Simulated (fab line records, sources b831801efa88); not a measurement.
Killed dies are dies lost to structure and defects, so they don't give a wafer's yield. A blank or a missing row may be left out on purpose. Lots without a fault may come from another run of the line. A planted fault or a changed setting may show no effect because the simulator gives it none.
fab line records | flow sky130
record lots=6 wafers=18 last_day=49
route steps=708 shown VIA1@462 METAL2@483 PAD_OPEN@708
lots that met no fault: from a run of the same line without faults
start_h: hours from the record's first day to the start of the lot's first wafer shown | wait_h: hours since the lot's step before | " the same as in the row above | L1.1+2: a row that stands for several wafers | - no value, or no start given | * or withheld: withheld | < > ~ a bound
route shown NAME@n: a module of which the file shows steps, and the number in the route of the first | usual: mean/standard deviation of fault-free wafers | same: alike in all rows | chamber/n: place in a boat | sites: the reading at each site | _std_site: their standard deviation | _edge_site: outer sites' mean less inner sites' | radius_mm: how far each site lies from the wafer's centre | mask NAME#n: copy n | behind: the tool/chamber that last shaped the wafer | hold: why the lot was held/for how many hours/how that ended | device: the transistor (n, p or np) that didn't switch | end of line: the same wafers' tests at the end of the route | a step without rows: its recipe alone | killed: dies lost to structure and defects at the first sort, not the wafer's yield | map: a wafer's dies, x killed, . not, _ none there
set.NAME: the setting as run; set.NAME@STEP: as run at that earlier step | model.NAME: the simulator's own value behind a step, which no gauge read
lots at some steps of the route; a table a step, a row a wafer
services: from which hour (start_h, from the record's first day; less than 0 if before it) a tool's chamber was out of use, for how many hours, and why
## steps
# step SKY_VIA1_DEHYDRATE_04
# recipe temp_c=200 time_s=60
# step SKY_VIA1_HMDS_05
# recipe prime_time_s=60 prime_temp_c=120
# step SKY_VIA1_COAT_06
# recipe resist=BARC temp_c=withheld time_s=withheld spin_rpm=3000 resist_thk_nm=60
# step SKY_VIA1_COAT_07
# recipe resist=KrF-thick spin_rpm=3000 resist_thk_nm=450
# step SKY_VIA1_SOFTBAKE_08
# recipe temp_c=100 time_s=90 resist=KrF-thick
# step SKY_VIA1_EXPOSE_09
# recipe mask_id=VIM na=0.8 source_shape=annular sigma_inner=0.55 sigma_outer=0.85 target_cd_nm=150 dose_mj=38
# step SKY_VIA1_PEB_10
# recipe peb_temp_c=withheld peb_time_s=withheld resist=KrF-thick
# step SKY_VIA1_DEVELOP_11
# recipe develop_time_s=60 resist=KrF-thick dev_temp_c=21
# step SKY_VIA1_CD_MEAS_12
# recipe target_cd_nm=150
# usual cd_nm=150.3/1.7
# columns lot.wafer tool chamber start_h wait_h cd_nm
L943.1 cd_sem-01 - 810.27 - 151.6
L943.5 " - " " 150.9
L943.6 " - " " 151.6
L945.3 cd_sem-02 - 820.32 - 150.1
L945.5 " - " " 146.9
L945.6 " - " " 148.6
L954.3 cd_sem-02 - 880.03 - 150.1
L954.4 " - " " 150.2
L954.6 " - " " 149.2
L956.1 cd_sem-01 - 892.62 - 149.2
L956.2 " - " " 150.5
L956.5 " - " " 150.8
L957.3 cd_sem-02 - 904.32 - 149.8
L957.5 " - " " 152.8
L957.6 " - " " 150.2
L958.1 cd_sem-02 - 907.52 - 145.9
L958.2 " - " " 147.6
L958.3 " - " " 147.6
# step SKY_VIA1_OVL_MEAS_13
# usual VIA1_OVL=1/5.7
# columns lot.wafer tool chamber start_h wait_h VIA1_OVL[nm]
L943.1 overlay-01 - 810.39 0.1 5
L943.5 " - " " 2
L943.6 " - " " 5
L945.3 overlay-02 - 820.41 0.1 -5
L945.5 " - " " 0
L945.6 " - " " 6
L954.3 overlay-02 - 880.12 0.1 -3
L954.4 " - " " -4
L954.6 " - " " -3
L956.1 overlay-02 - 892.74 0.1 3
L956.2 " - " " 9
L956.5 " - " " 2
L957.3 overlay-02 - 904.42 0.1 -1
L957.5 " - " " 0
L957.6 " - " " -3
L958.1 overlay-02 - 907.64 0.1 -3
L958.2 " - " " 1
L958.3 " - " " -2
# step SKY_VIA1_ETCH_14
# recipe chemistry=N2/H2 target=BARC ion_energy_ev=200 source_w=500 bias_w=100 pressure_mtorr=30 n2_flow_sccm=100 h2_flow_sccm=200 stop_on=SiO2 time_s=45.9 target_depth_a=600
# step SKY_VIA1_ETCH_15
# recipe target=SiO2 chemistry=C4F8/O2/Ar target_depth_nm=351 stop_on=TiN mask_material=KrF-thick source_w=1500 bias_w=1200 pressure_mtorr=40 c4f8_flow_sccm=withheld O2_flow_sccm=6 Ar_flow_sccm=300 time_s=54
# usual oes_product_au=0.981/0.0054
# columns lot.wafer tool chamber start_h wait_h oes_product_au rf_hours_counter_h
L943.1 rie_diel-02 1 810.47 0.0 0.975 7
L943.5 " 1 " " 0.989 -
L943.6 " 2 " " 0.986 -
L945.3 rie_diel-04 2 820.48 0.0 0.988 3
L945.5 " 0 " " 0.981 -
L945.6 " 3 " " 0.974 -
L954.3 rie_diel-03 1 880.19 0.0 0.977 20
L954.4 " 1 " " 0.980 -
L954.6 " 0 " " 0.989 -
L956.1 rie_diel-04 0 892.82 0.0 0.979 17
L956.2 " 3 " " 0.982 9
L956.5 " 1 " " 0.979 -
L957.3 rie_diel-04 1 904.48 0.0 0.980 20
L957.5 " 3 " " 0.978 -
L957.6 " 2 " " 0.981 -
L958.1 rie_diel-04 1 907.72 0.0 0.984 20
L958.2 " 0 " " 0.991 17
L958.3 " 2 " " 0.982 5
# step SKY_VIA1_STRIP_16
# recipe chemistry=O2/N2 power_w=1400 pressure_mtorr=1500 platen_temp_c=withheld o2_flow_sccm=3000 n2_flow_sccm=300 overash_fraction=0.5
# usual drypump_motor_current_A=5.67/0.18 n2_flow_sccm=299.9/0.86 oes_product_au=0.417/0.0047 strip_time_to_endpoint_s=4.470/0.019
# columns lot.wafer tool chamber start_h wait_h drypump_motor_current_A n2_flow_sccm oes_product_au rf_hours_counter_h strip_time_to_endpoint_s
L943.1 plasma_asher-03 0 810.52 0.0 5.85 300.2 0.416 5 4.440
L943.5 " 0 " " 5.89 298.3 0.424 - 4.454
L943.6 " 1 " " 5.40 301.6 0.419 - 4.446
L945.3 plasma_asher-01 1 820.56 0.1 5.74 299.1 0.418 - 4.468
L945.5 " 1 " " 5.71 300.3 0.416 - 4.455
L945.6 " 0 " " 5.50 300.5 0.417 - 4.503
L954.3 plasma_asher-04 1 880.27 0.1 5.84 299.9 0.418 - 4.476
L954.4 " 0 " " 5.75 300.5 0.421 - 4.474
L954.6 " 1 " " 5.86 299.3 0.417 - 4.451
L956.1 plasma_asher-01 1 892.86 0.0 5.72 300.6 0.422 46 4.463
L956.2 " 0 " " 5.48 301.4 0.417 46 4.496
L956.5 " 1 " " 5.73 301.3 0.408 - 4.504
L957.3 plasma_asher-03 1 904.56 0.1 5.44 300.4 0.419 - 4.462
L957.5 " 0 " " 5.81 300.9 0.419 - 4.478
L957.6 " 1 " " 5.38 301.5 0.414 - 4.490
L958.1 plasma_asher-03 0 907.76 0.0 5.85 298.2 0.412 16 4.472
L958.2 " 1 " " 5.39 301.7 0.421 16 4.453
L958.3 " 0 " " 5.83 298.9 0.417 - 4.473
# step SKY_VIA1_STRIP_17
# recipe chemistry=post_etch_residue_remover time_s=1200 temp_c=72.5
# step SKY_VIA1_CLEAN_18
# recipe chemistry=IPA time_s=180 temp_c=25
# step SKY_VIA1_CLEAN_19
# recipe chemistry=O3/DIW dry=n2_spin
# step SKY_VIA1_SPUTTER_20
# recipe material=TiN target_thk_nm=20 chamber_pressure_pa=5 power_w=4000 time_s=80
# usual throttle_valve_pct=30.2/0.85
# columns lot.wafer tool chamber start_h wait_h throttle_valve_pct
L943.1 pvd_sputter-02 - 811.12 0.0 29.5
L943.5 " - " " 30.0
L943.6 " - " " 29.4
L945.3 pvd_sputter-04 - 821.12 0.0 29.3
L945.5 " - " " 29.4
L945.6 " - " " 30.0
L954.3 pvd_sputter-04 - 880.83 0.0 29.2
L954.4 " - " " 30.2
L954.6 " - " " 31.7
L956.1 pvd_sputter-04 - 893.46 0.0 29.2
L956.2 " - " " 31.4
L956.5 " - " " 30.0
L957.3 pvd_sputter-04 - 905.21 0.0 29.9
L957.5 " - " " 31.6
L957.6 " - " " 30.1
L958.1 pvd_sputter-02 - 908.36 0.0 29.1
L958.2 " - " " 29.9
L958.3 " - " " 28.7
# step SKY_VIA1_CVD_21
# recipe material=W target_thk_nm=270 time_s=80.902 temp_c=400 pressure_torr=40
# step SKY_VIA1_RS_MEAS_22
# recipe thk_meas_gauge=four-point-probe reads=W_of_VIA1_CVD_21+TiN_of_VIA1_SPUTTER_20
# usual VIA1_W_RS=0.427/0.0038
# columns lot.wafer tool chamber start_h wait_h VIA1_W_RS[ohm/sq]
L943.1 film_metro-02 - 811.27 0.1 0.426
L943.5 " - " " 0.433
L943.6 " - " " 0.423
L945.3 film_metro-01 - 821.31 0.1 0.425
L945.5 " - " " 0.426
L945.6 " - " " 0.432
L954.3 film_metro-02 - 881.02 0.1 0.432
L954.4 " - " " 0.433
L954.6 " - " " 0.431
L956.1 film_metro-02 - 893.61 0.1 0.423
L956.2 " - " " 0.432
L956.5 " - " " 0.421
L957.3 film_metro-03 - 905.41 0.1 0.424
L957.5 " - " " 0.429
L957.6 " - " " 0.420
L958.1 film_metro-03 - 908.51 0.1 0.423
L958.2 " - " " 0.426
L958.3 " - " " 0.425
# step SKY_VIA1_THK_MEAS_23
# recipe thk_meas_gauge=xrf reads=W_of_VIA1_CVD_21
# usual VIA1_W_THK=268/3.5
# columns lot.wafer tool chamber start_h wait_h VIA1_W_THK[nm]
L943.1 film_metro-02 - 811.39 0.1 272
L943.5 " - " " 266
L943.6 " - " " 273
L945.3 film_metro-01 - 821.41 0.1 267
L945.5 " - " " 267
L945.6 " - " " 261
L954.3 film_metro-02 - 881.12 0.1 266
L954.4 " - " " 266
L954.6 " - " " 267
L956.1 film_metro-02 - 893.73 0.1 273
L956.2 " - " " 267
L956.5 " - " " 275
L957.3 film_metro-03 - 905.51 0.1 271
L957.5 " - " " 265
L957.6 " - " " 272
L958.1 film_metro-03 - 908.63 0.1 270
L958.2 " - " " 266
L958.3 " - " " 268
# step SKY_VIA1_CMP_24
# recipe stop_on=SiO2 t_overpolish_s=15 down_force_psi=3.5 platen_rpm=60 target_thk_nm=0 pad_velocity_m_s=0.94248
# step SKY_METAL2_SPUTTER_00
# recipe material=Ti target_thk_nm=15 power_w=3000 time_s=10 chamber_pressure_pa=0.4
# step SKY_METAL2_SPUTTER_01
# recipe material=TiN target_thk_nm=20 power_w=6500 time_s=16.7 chamber_pressure_pa=0.4
# step SKY_METAL2_SPUTTER_02
# recipe material=AlCu target_thk_nm=250 power_w=10600 time_s=13.3 chamber_pressure_pa=0.4
# usual throttle_valve_pct=30.2/0.71
# columns lot.wafer tool chamber start_h wait_h throttle_valve_pct
L943.1 pvd_sputter-03 - 811.80 0.0 30.1
L943.5 " - " " 30.3
L943.6 " - " " 29.5
L945.3 pvd_sputter-01 - 821.80 0.0 30.7
L945.5 " - " " 30.8
L945.6 " - " " 29.6
L954.3 pvd_sputter-03 - 881.51 0.0 30.0
L954.4 " - " " 29.5
L954.6 " - " " 30.2
L956.1 pvd_sputter-03 - 894.14 0.0 30.7
L956.2 " - " " 29.9
L956.5 " - " " 30.1
L957.3 pvd_sputter-03 - 905.89 0.0 30.9
L957.5 " - " " 29.5
L957.6 " - " " 30.0
L958.1 pvd_sputter-03 - 909.19 0.0 29.9
L958.2 " - " " 30.7
L958.3 " - " " 30.4
# step SKY_METAL2_SPUTTER_03
# recipe material=Ti target_thk_nm=5 power_w=3000 time_s=3.3 chamber_pressure_pa=0.4
# usual throttle_valve_pct=30.2/0.67
# columns lot.wafer tool chamber start_h wait_h throttle_valve_pct
L943.1 pvd_sputter-03 - 811.82 0.0 30.1
L943.5 " - " " 30.0
L943.6 " - " " 29.6
L945.3 pvd_sputter-01 - 821.82 0.0 30.8
L945.5 " - " " 30.8
L945.6 " - " " 29.9
L954.3 pvd_sputter-03 - 881.53 0.0 30.1
L954.4 " - " " 29.5
L954.6 " - " " 30.2
L956.1 pvd_sputter-03 - 894.16 0.0 31.1
L956.2 " - " " 30.2
L956.5 " - " " 30.2
L957.3 pvd_sputter-03 - 905.92 0.0 30.9
L957.5 " - " " 29.9
L957.6 " - " " 30.4
L958.1 pvd_sputter-03 - 909.21 0.0 29.7
L958.2 " - " " 30.9
L958.3 " - " " 30.0
# step SKY_METAL2_SPUTTER_04
# recipe material=TiN target_thk_nm=70 power_w=6500 time_s=58.3 chamber_pressure_pa=0.4
# step SKY_METAL2_RS_MEAS_05
# recipe thk_meas_gauge=four-point-probe reads=TiN_of_METAL2_SPUTTER_04+Ti_of_METAL2_SPUTTER_03+AlCu_of_METAL2_SPUTTER_02+TiN_of_METAL2_SPUTTER_01+Ti_of_METAL2_SPUTTER_00
# usual METAL2_ALCU_RS=0.1270/0.00096
# columns lot.wafer tool chamber start_h wait_h METAL2_ALCU_RS[ohm/sq]
L943.1 film_metro-02 - 811.89 0.0 0.1270
L943.5 " - " " 0.1274
L943.6 " - " " 0.1270
L945.3 film_metro-02 - 821.93 0.1 0.1254
L945.5 " - " " 0.1262
L945.6 " - " " 0.1254
L954.3 film_metro-01 - 881.64 0.1 0.1249
L954.4 " - " " 0.1256
L954.6 " - " " 0.1255
L956.1 film_metro-02 - 894.23 0.0 0.1275
L956.2 " - " " 0.1272
L956.5 " - " " 0.1267
L957.3 film_metro-04 - 906.02 0.1 0.1274
L957.5 " - " " 0.1267
L957.6 " - " " 0.1263
L958.1 film_metro-02 - 909.28 0.0 0.1270
L958.2 " - " " 0.1280
L958.3 " - " " 0.1290
# step SKY_METAL2_THK_MEAS_06
# recipe thk_meas_gauge=xrf reads=AlCu_of_METAL2_SPUTTER_02
# usual METAL2_ALCU_THK=246.9/2.1
# columns lot.wafer tool chamber start_h wait_h METAL2_ALCU_THK[nm]
L943.1 film_metro-02 - 812.01 0.1 247.1
L943.5 " - " " 247.2
L943.6 " - " " 245.8
L945.3 film_metro-02 - 822.03 0.1 250.6
L945.5 " - " " 247.0
L945.6 " - " " 249.9
L954.3 film_metro-01 - 881.74 0.1 253.1
L954.4 " - " " 251.3
L954.6 " - " " 249.8
L956.1 film_metro-02 - 894.35 0.1 245.3
L956.2 " - " " 244.6
L956.5 " - " " 244.2
L957.3 film_metro-04 - 906.12 0.1 245.2
L957.5 " - " " 246.6
L957.6 " - " " 246.9
L958.1 film_metro-02 - 909.40 0.1 244.5
L958.2 " - " " 242.9
L958.3 " - " " 241.4
# step SKY_METAL2_DEHYDRATE_07
# recipe temp_c=200 time_s=60
# step SKY_METAL2_HMDS_08
# recipe prime_time_s=60 prime_temp_c=120
# step SKY_METAL2_COAT_09
# recipe resist=BARC temp_c=withheld time_s=withheld spin_rpm=3000 resist_thk_nm=60
# step SKY_METAL2_COAT_10
# recipe resist=KrF-thick spin_rpm=3000 resist_thk_nm=450
# step SKY_METAL2_SOFTBAKE_11
# recipe temp_c=100 time_s=90 resist=KrF-thick
# step SKY_METAL2_EXPOSE_12
# recipe mask_id=MM2 na=0.8 source_shape=annular sigma_inner=0.55 sigma_outer=0.85 target_cd_nm=140 dose_mj=28
# step SKY_METAL2_PEB_13
# recipe peb_temp_c=withheld peb_time_s=withheld resist=KrF-thick
# step SKY_METAL2_DEVELOP_14
# recipe develop_time_s=60 resist=KrF-thick dev_temp_c=21
# step SKY_METAL2_CD_MEAS_15
# recipe target_cd_nm=140
# usual cd_nm=140.2/1.3
# columns lot.wafer tool chamber start_h wait_h cd_nm
L943.1 cd_sem-01 - 838.52 - 140.6
L943.5 " - " " 138.4
L943.6 " - " " 140.3
L945.3 cd_sem-02 - 848.56 - 139.5
L945.5 " - " " 138.4
L945.6 " - " " 138.7
L954.3 cd_sem-01 - 907.46 - 141.1
L954.4 " - " " 139.7
L954.6 " - " " 139.7
L956.1 cd_sem-02 - 919.72 - 138.6
L956.2 " - " " 137.5
L956.5 " - " " 139.3
L957.3 cd_sem-02 - 930.81 - 138.2
L957.5 " - " " 138.3
L957.6 " - " " 139.1
L958.1 cd_sem-02 - 934.42 - 140.5
L958.2 " - " " 139.9
L958.3 " - " " 140.0
# step SKY_METAL2_OVL_MEAS_16
# usual METAL2_OVL=0/5.1
# columns lot.wafer tool chamber start_h wait_h METAL2_OVL[nm]
L943.1 overlay-01 - 838.64 0.1 -1
L943.5 " - " " -3
L943.6 " - " " 2
L945.3 overlay-01 - 848.65 0.1 -1
L945.5 " - " " 1
L945.6 " - " " -4
L954.3 overlay-01 - 907.56 0.1 0
L954.4 " - " " 0
L954.6 " - " " -3
L956.1 overlay-01 - 919.84 0.1 -8
L956.2 " - " " -14
L956.5 " - " " 0
L957.3 overlay-02 - 930.90 0.1 3
L957.5 " - " " 5
L957.6 " - " " 6
L958.1 overlay-01 - 934.54 0.1 2
L958.2 " - " " -3
L958.3 " - " " -5
# step SKY_METAL2_DESCUM_17
# recipe chemistry=O2 source_power_w=150 bias_power_w=0 pressure_mtorr=10 temp_c=40 time_s=8
# usual drypump_motor_current_A=5.7/0.42 oes_product_au=0.996/0.0087
# same bias_power_w=0
# columns lot.wafer tool chamber start_h wait_h drypump_motor_current_A oes_product_au rf_hours_counter_h
L943.1 rie_metal-04 0 838.68 0.0 6.3 0.990 0
L943.5 " 0 " " 6.4 1.000 -
L943.6 " 1 " " 5.3 0.996 -
L945.3 rie_metal-04 1 848.69 0.0 5.3 0.998 -
L945.5 " 1 " " 5.3 0.996 -
L945.6 " 0 " " 6.3 1.002 -
L954.3 rie_metal-01 1 907.59 0.0 5.7 0.988 -
L954.4 " 0 " " 5.3 0.996 -
L954.6 " 1 " " 5.7 0.983 -
L956.1 rie_metal-04 0 919.88 0.0 6.4 1.001 3
L956.2 " 1 " " 5.3 0.991 7
L956.5 " 0 " " 6.3 1.007 -
L957.3 rie_metal-01 0 930.94 0.0 5.3 0.997 -
L957.5 " 1 " " 5.7 0.981 -
L957.6 " 0 " " 5.3 0.999 -
L958.1 rie_metal-03 1 934.58 0.0 5.7 1.008 5
L958.2 " 1 " " 5.7 1.001 -
L958.3 " 1 " " 5.8 1.008 -
# step SKY_METAL2_ETCH_18
# recipe chemistry=N2/H2 target=BARC ion_energy_ev=200 bias_w=100 pressure_mtorr=30 n2_flow_sccm=100 h2_flow_sccm=200 icp_w=500 stop_on=SiO2 time_s=45.9 target_depth_a=600
# step SKY_METAL2_METAL_ETCH_19
# recipe target_depth_a=3600 stop_on=SiO2 over_etch_frac=0.3 time_s=78 chemistry=Cl2/BCl3 resist_sidewall_deg=88 pressure_mtorr=10 icp_w=900 bias_w=48.5 Cl2_flow_sccm=60 bcl3_flow_sccm=30
# step SKY_METAL2_STRIP_20
# recipe chemistry=O2/N2 power_w=1400 pressure_mtorr=1500 platen_temp_c=withheld o2_flow_sccm=3000 n2_flow_sccm=300 overash_fraction=0.5
# step SKY_PAD_OPEN_PROBE_99
# usual defect_limited_yield=82.5/2 killed_at_M0_to_M3=44/7 killed_at_M4_up=3.4/1.7 killed_at_contacts=24/4.9 killed_at_front_end=15/4.5 killed_at_other=0.4/0.61 killed_dies=86/9.7 killed_open=47/7.1 killed_short=39/6.1 sort_bin_3_pad_short=0.9/0.42 sort_bin_5_function=10.4/1.4 sort_bin_6_memory=6.2/1.2 sort_n_pass=406/9.7 sort_yield_pct=82.5/2
# same gross_dies=492 killed_at_back_side=0 sort_bin_4_leakage[%]=0 sort_bin_8_speed[%]=0
# columns lot.wafer tool chamber start_h wait_h defect_limited_yield[%] killed_at_M0_to_M3 killed_at_M4_up killed_at_contacts killed_at_front_end killed_at_other killed_dies killed_open killed_short sort_bin_3_pad_short[%] sort_bin_5_function[%] sort_bin_6_memory[%] sort_n_pass sort_yield_pct[%] model.etest.tester.sort_n_pass model.etest.tester.sort_yield_pct model.etest.tester.sort_bin_5_pct model.etest.tester.sort_bin_3_pct
L943.1 prober-01 - 1089.36 0.1 82.7 37 5 32 11 0 85 41 44 1.0 8.5 7.7 407 82.7 407 82.72 8.537 1.016
L943.5 prober-01 - 1089.56 0.2 79.5 46 7 28 20 0 101 64 37 0.8 13.0 6.7 391 79.5 391 79.47 13.01 0.813
L943.6 prober-01 - 1089.61 0.2 84.6 40 5 29 2 0 76 43 33 0.8 10.0 4.7 416 84.6 416 84.55 9.959 0.813
L945.3 prober-01 - 1096.38 0.2 82.7 42 4 28 11 0 85 49 36 1.6 9.6 6.1 407 82.7 407 82.72 9.553 1.626
L945.5 prober-01 - 1096.48 0.2 77.4 54 9 31 17 0 111 55 56 1.6 12.8 8.1 381 77.4 381 77.44 12.8 1.626
L945.6 prober-01 - 1096.53 0.2 82.9 43 4 22 15 0 84 44 40 0.8 10.0 6.3 408 82.9 408 82.93 9.959 0.813
L954.3 prober-01 - 1146.31 0.2 85.0 33 7 20 13 1 74 42 30 0.2 7.7 7.1 418 85.0 418 84.96 7.724 0.2033
L954.4 prober-01 - 1146.36 0.2 83.7 43 5 23 9 0 80 42 38 1.0 10.2 5.1 412 83.7 412 83.74 10.16 1.016
L954.6 prober-01 - 1146.46 0.2 84.6 36 3 24 12 1 76 39 35 0.4 10.8 4.3 416 84.6 416 84.55 10.77 0.4065
L956.1 prober-01 - 1153.43 0.1 83.7 39 7 23 11 0 80 35 45 1.2 10.4 4.7 412 83.7 412 83.74 10.37 1.22
L956.2 prober-01 - 1153.48 0.1 80.1 51 2 30 15 0 98 55 43 0.8 11.4 7.7 394 80.1 394 80.08 11.38 0.813
L956.5 prober-01 - 1153.63 0.2 81.9 36 4 33 15 1 89 56 33 1.0 10.6 6.5 403 81.9 403 81.91 10.57 1.016
L957.3 prober-02 - 1162.95 0.2 77.8 70 2 23 14 0 109 41 38 3.0 12.8 6.3 383 77.8 383 77.85 12.8 3.049
L957.5 prober-02 - 1163.05 0.2 76.0 78 2 16 20 2 118 35 49 2.4 13.0 8.5 374 76.0 374 76.02 13.01 2.439
L957.6 prober-02 - 1163.10 0.2 78.3 75 3 19 10 0 107 44 27 2.6 13.0 6.1 385 78.3 385 78.25 13.01 2.642
L958.1 prober-01 - 1169.29 0.1 76.2 89 3 16 9 0 117 37 43 2.4 15.0 6.3 375 76.2 375 76.22 15.04 2.439
L958.2 prober-01 - 1169.34 0.1 78.9 65 3 25 11 0 104 45 28 2.6 11.8 6.7 388 78.9 388 78.86 11.79 2.642
L958.3 prober-01 - 1169.39 0.2 80.7 55 6 19 14 1 95 37 31 2.6 11.2 5.5 397 80.7 397 80.69 11.18 2.642
# killed by level:class
L943.1 CONTACT:geometric_particle:open=14 CONTACT:geometric_particle:short=10 VIA1:geometric_particle:open=10 VIA1:geometric_particle:short=4 VIA2:geometric_particle:open=4 METAL3:geometric_particle:short=4 FIELD_ISO:geometric_particle:short=3 POLY_GATE:geometric_particle:short=3
L943.5 CONTACT:geometric_particle:open=15 VIA3:geometric_particle:open=9 VIA1:geometric_particle:open=6 FIELD_ISO:geometric_particle:open=5 CONTACT:geometric_particle:short=5 METAL1:geometric_particle:short=5 VIA2:geometric_particle:open=5 METAL2:geometric_particle:short=4
L943.6 CONTACT:geometric_particle:open=12 VIA1:geometric_particle:open=12 LI_CONTACT:geometric_particle:open=7 METAL1:geometric_particle:short=6 VIA1:geometric_particle:short=5 METAL4:geometric_particle:short=5 CONTACT:geometric_particle:short=4 VIA2:geometric_particle:open=4
L945.3 CONTACT:geometric_particle:open=11 VIA2:geometric_particle:open=8 VIA1:geometric_particle:open=8 CONTACT:geometric_particle:short=7 VIA3:geometric_particle:open=6 LI_CONTACT:geometric_particle:short=5 LI_CONTACT:geometric_particle:open=4 VIA1:geometric_particle:short=4
L945.5 CONTACT:geometric_particle:open=11 METAL2:geometric_particle:short=11 VIA2:geometric_particle:open=8 VIA1:geometric_particle:short=7 LI_CONTACT:geometric_particle:open=7 VIA1:geometric_particle:open=7 FIELD_ISO:geometric_particle:open=6 VIA3:geometric_particle:open=6
L945.6 VIA1:geometric_particle:open=13 CONTACT:geometric_particle:open=10 CONTACT:geometric_particle:short=9 VIA1:geometric_particle:short=8 VIA2:geometric_particle:open=5 SPACER:geometric_particle:open=4 METAL4:geometric_particle:short=4 FIELD_ISO:geometric_particle:short=3
L954.3 VIA3:geometric_particle:open=8 CONTACT:geometric_particle:open=8 VIA1:geometric_particle:open=7 FIELD_ISO:geometric_particle:open=4 VIA1:geometric_particle:short=4 LI_CONTACT:geometric_particle:open=4 VIA2:geometric_particle:open=4 METAL4:geometric_particle:short=4
L954.4 VIA1:geometric_particle:open=11 CONTACT:geometric_particle:open=9 VIA3:geometric_particle:open=8 METAL1:geometric_particle:short=7 CONTACT:geometric_particle:short=6 METAL4:geometric_particle:short=4 VIA1:geometric_particle:short=4 VIA2:geometric_particle:short=4
L954.6 VIA1:geometric_particle:open=10 CONTACT:geometric_particle:open=9 LI_CONTACT:geometric_particle:open=6 METAL2:geometric_particle:short=6 FIELD_ISO:geometric_particle:short=5 LOCAL_INTERCONNECT:geometric_particle:short=4 VIA1:geometric_particle:short=4 CONTACT:geometric_particle:short=3
L956.1 METAL1:geometric_particle:short=10 CONTACT:geometric_particle:open=8 CONTACT:geometric_particle:short=8 VIA2:geometric_particle:open=7 LI_CONTACT:geometric_particle:open=6 VIA3:geometric_particle:open=5 VIA1:geometric_particle:short=5 METAL4:geometric_particle:short=5
L956.2 CONTACT:geometric_particle:open=14 METAL1:geometric_particle:short=9 VIA1:geometric_particle:open=9 VIA2:geometric_particle:open=7 VIA3:geometric_particle:open=7 VIA1:geometric_particle:short=6 LI_CONTACT:geometric_particle:open=5 METAL2:geometric_particle:short=5
L956.5 LI_CONTACT:geometric_particle:open=18 CONTACT:geometric_particle:open=11 VIA2:geometric_particle:open=7 VIA1:geometric_particle:short=6 FIELD_ISO:geometric_particle:short=5 VIA2:geometric_particle:short=5 VIA1:geometric_particle:open=5 SPACER:geometric_particle:open=4
L957.3 VIA1:unspecified=30 CONTACT:geometric_particle:open=11 VIA1:geometric_particle:open=9 METAL3:geometric_particle:short=8 METAL1:geometric_particle:short=6 METAL2:geometric_particle:short=5 FIELD_ISO:geometric_particle:open=4 LOCAL_INTERCONNECT:geometric_particle:open=4
L957.5 VIA1:unspecified=32 METAL1:geometric_particle:short=12 FIELD_ISO:geometric_particle:short=9 VIA1:geometric_particle:open=7 METAL2:geometric_particle:short=7 VIA2:geometric_particle:open=7 CONTACT:geometric_particle:open=5 CONTACT:geometric_particle:short=5
L957.6 VIA1:unspecified=36 LI_CONTACT:geometric_particle:open=9 METAL1:geometric_particle:short=7 VIA1:geometric_particle:open=6 VIA2:geometric_particle:open=6 VIA3:geometric_particle:open=6 VIA1:geometric_particle:short=4 FIELD_ISO:geometric_particle:open=3
L958.1 VIA1:unspecified=36 METAL2:geometric_particle:short=9 VIA3:geometric_particle:open=9 VIA1:geometric_particle:open=8 CONTACT:geometric_particle:short=6 METAL1:geometric_particle:short=6 VIA2:geometric_particle:short=6 VIA2:geometric_particle:open=5
L958.2 VIA1:unspecified=31 VIA1:geometric_particle:open=10 VIA2:geometric_particle:open=9 CONTACT:geometric_particle:open=8 LI_CONTACT:geometric_particle:open=6 CONTACT:geometric_particle:short=6 POLY_GATE:geometric_particle:open=3 LOCAL_INTERCONNECT:geometric_particle:short=3
L958.3 VIA1:unspecified=25 VIA1:geometric_particle:open=8 LI_CONTACT:geometric_particle:open=6 CONTACT:geometric_particle:open=6 METAL3:geometric_particle:short=6 LOCAL_INTERCONNECT:geometric_particle:short=4 METAL4:geometric_particle:short=4 POLY_GATE:geometric_particle:short=3
# map L957.5 (x killed, . not)
__________.......x.._________
________x............._______
______x........x.xx....x_____
_____............x.......____
____xxx...........x.x.x...___
___xxxx........x......x..x.__
__xxxxx.x....x....x..xx....._
_xxxxxxx..xxx................
_xxxxxxxxx..x.x...x......x...
_.xxxxx.x..x....x..x....x....
_.x......x.....x........xx...
_.xxx..x.x.xx..x..xxx.xx.....
_.x.x...x............xx...xx.
_x.....................x...xx
_....x.....xx.x..............
__.x..........x....x........_
___xx..x.......x.x.........__
____x....x.........x....x.___
_____...x....x.......xx..____
______....x.x........x.._____
________x............._______
__________....x....._________
# map L958.1 (x killed, . not)
__________....x....x_________
________...........x.._______
______.xxxx..x..x......._____
_____.x........xx.xxx....____
____xxxx...x.....xx..x..x.___
___xxxx..................x.__
__xxxxx...x.............x..x_
_xxxxxx.x.......x.......x....
_xxxxxx.x...x..x...........x.
_xxxxxx.....x......xx.....xx.
_xxx.............x.....x.x...
_..x.....x..........x.x......
_x.x.x...x....x.......xx.....
_...x.........x..............
_xx.........x.x...x......x...
__.x..x.x..xx.....x....xx..._
___.....x.........x......x.__
____.x.x..x.x.......x.....___
_____......x.............____
______.....x....x...x..._____
________...x.........._______
__________x.x.x..x.._________
## services
# columns tool chamber start_h hours kind
plasma_asher-03 - 789.64 2.8 pm
pvd_sputter-04 - 791.63 6.7 repair
rie_metal-04 0 803.43 - clean
rie_metal-01 - 810.15 14.6 pm
rie_diel-03 2 810.70 8.7 repair
pvd_sputter-04 3 811.24 - consumable_replace:kit
pvd_sputter-04 3 811.24 18.0 scheduled_down
pvd_sputter-04 3 811.24 18.0 vent_cycle
pvd_sputter-03 - 814.96 2.6 repair
pvd_sputter-04 - 822.06 1.9 repair
pvd_sputter-04 - 825.36 3.1 repair
rie_diel-02 0 836.78 28.9 repair
rie_metal-01 - 837.81 1.2 repair
rie_diel-02 - 842.66 2.6 repair
pvd_sputter-03 0 856.74 - consumable_replace:kit
pvd_sputter-03 0 856.74 18.0 scheduled_down
pvd_sputter-03 0 856.74 18.0 vent_cycle
pvd_sputter-03 - 858.00 2.0 repair
plasma_asher-04 - 860.76 4.6 repair
rie_diel-03 3 879.25 3.4 repair
rie_diel-03 - 893.42 2.8 pm
plasma_asher-04 - 899.08 2.8 pm
pvd_sputter-03 - 911.76 4.0 repair
plasma_asher-01 - 919.90 4.3 pm
## key
first_sign step=SKY_PAD_OPEN_PROBE_99 reading=sort_bin_3_pad_short direction=up sigmas=4.2 usual=0.9 struck=2.6
effect step=SKY_PAD_OPEN_PROBE_99 reading=killed_at_M0_to_M3 direction=up sigmas=4.1 usual=44 struck=72
model_effect step=SKY_PAD_OPEN_PROBE_99 value=etest.tester.sort_n_pass without=410.2 struck=383.7
met_at SKY_VIA1_STRIP_16
struck_wafers L957.3,L957.5,L957.6,L958.1,L958.2,L958.3
onset_between 810.52 904.56
also_fits time
fault kind=chamber_particle_source tool=plasma_asher-03 chamber=- onset_h=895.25 steps=SKY_VIA1_STRIP_16 rate_per_visit_cm2=0.86711 end_h=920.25
